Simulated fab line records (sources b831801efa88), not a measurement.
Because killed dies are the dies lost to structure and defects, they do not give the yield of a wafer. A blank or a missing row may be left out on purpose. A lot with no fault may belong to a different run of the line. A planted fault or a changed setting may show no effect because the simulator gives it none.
Which tool is to blame?	flow gf180mcu	13 lots with 39 wafers sampled at 3 steps, on a route of 602 steps

## WHAT EACH GAUGE READ, for each wafer
GF_V5_THK_MEAS_03.
lot	measured	on	V5_CVD_02_THK (nm)
L397	day 27 01:53	film-metro-02	1432 1450 1447
L398	day 27 17:11	film-metro-01	1477 1487 1477
L400	day 28 07:36	film-metro-04	1417 1457 1473
L401	day 28 10:13	film-metro-02	1459 1449 1470
L402	day 29 01:38	film-metro-01	1446 1448 1477
L403	day 29 08:53	film-metro-04	1442 1438 1476
L404	day 29 14:50	film-metro-04	1450 1444 1457
L405	day 29 21:08	film-metro-02	1467 1460 1483
L406	day 30 05:02	film-metro-01	1459 1459 1463
L408	day 30 16:07	film-metro-01	1452 1446 1493
L413	day 31 22:32	film-metro-04	1431 1461 1469
L414	day 32 05:55	film-metro-04	1449 1476 1477
L415	day 32 08:23	film-metro-01	1457 1453 1478

## EACH LOT AND THE TOOL THAT RAN IT (in order: tool; ch and the chambers of the sampled wafers; start)
lot	GF_V3_CVD_00	GF_M5_METAL_ETCH_10
L397	hdpcvd-02 ch 0,1,2, day 22 03:28	rie-metal-04 ch 0,1, day 27 01:01
L398	hdpcvd-02 ch 0,1,2, day 22 20:25	rie-metal-04 ch 0,1, day 27 15:49
L400	hdpcvd-01 ch 0,1,2, day 23 10:10	rie-metal-04 ch 0,1, day 28 06:41
L401	hdpcvd-01 ch 0,1,2, day 23 13:57	rie-metal-01 ch 0,1, day 28 09:21
L402	hdpcvd-01 ch 0,2, day 24 07:46	rie-metal-03 ch 1, day 29 00:40
L403	hdpcvd-02 ch 0,1, day 24 14:42	rie-metal-04 ch 0,1, day 29 08:01
L404	hdpcvd-01 ch 0,1,2, day 24 22:28	rie-metal-04 ch 0,1, day 29 13:58
L405	hdpcvd-02 ch 0,1,2, day 25 06:01	rie-metal-03 ch 0,1, day 29 20:13
L406	hdpcvd-01 ch 0,1,2, day 25 14:04	rie-metal-04 ch 0,1, day 30 04:10
L408	hdpcvd-01 ch 0,1,2, day 26 04:36	rie-metal-01 ch 0,1, day 30 15:13
L413	hdpcvd-02 ch 0,1, day 27 14:58	rie-metal-04 ch 0,1, day 31 21:40
L414	hdpcvd-02 ch 0,1, day 27 23:19	rie-metal-04 ch 0,1, day 32 05:01
L415	hdpcvd-02 ch 0,1, day 28 02:31	rie-metal-01 ch 0,1, day 32 07:25
- GF_V3_CVD_00: deposits SiO2, target thk 600 nm, time 100 s.
- GF_M5_METAL_ETCH_10: etches the open film in Cl2/BCl3, stops on SiO2, target depth 750.8 nm, time 125.1 s.

## WHAT THE TOOLS THEMSELVES READ (means of the sampled wafers that have a number; where no wafer has one, the mark that the record gives instead)
GF_M5_METAL_ETCH_10.
lot	tool	bias-w (W)	drypump-motor-current-A (A)	oes-product-au (a.u.)	throttle-valve-pct (%)
L397	rie-metal-04	140.3	5.3	0.998	28.227
L398	rie-metal-04	139.9	5.4	0.993	28.222
L400	rie-metal-04	139.9	5.4	0.994	28.234
L401	rie-metal-01	139.8	5.9	0.976	28.250
L402	rie-metal-03	140.2	6.2	0.992	28.219
L403	rie-metal-04	140.0	5.7	0.995	28.219
L404	rie-metal-04	140.2	5.3	0.989	28.231
L405	rie-metal-03	140.0	6.1	0.993	28.227
L406	rie-metal-04	140.2	5.4	0.988	28.237
L408	rie-metal-01	140.1	5.6	0.988	28.240
L413	rie-metal-04	139.7	5.7	0.995	28.218
L414	rie-metal-04	139.7	5.4	0.984	28.228
L415	rie-metal-01	139.4	5.7	0.992	28.237

## THE ANSWER, worked out from the rows above alone
Rule: the lots themselves supply what counts as usual. The widest of any qualifying gaps counts: lots, ordered by their means at a reading, are off when they make up no more than a third of the lots, leave a main group of 4 or more, and stand apart from it by 3 or more times the standard deviation of that group's means. A main group whose means are all the same, to the digits that the tables above print for the reading, isn't used. Also off: a lot with no number at a reading for which 4 or more lots have one. Where the step has rows for the other lots, those lots are counted as sound. After the gauges, taken in route order, come the tools' own readings; for these a lot's mean is taken, as printed above. At the first step where some lot is off, the reading lying furthest off is the one used; lots without a number count as furthest.
No lot is off at any reading shown: from this, nothing can be told.

## WHAT THE SIMULATOR PUT IN
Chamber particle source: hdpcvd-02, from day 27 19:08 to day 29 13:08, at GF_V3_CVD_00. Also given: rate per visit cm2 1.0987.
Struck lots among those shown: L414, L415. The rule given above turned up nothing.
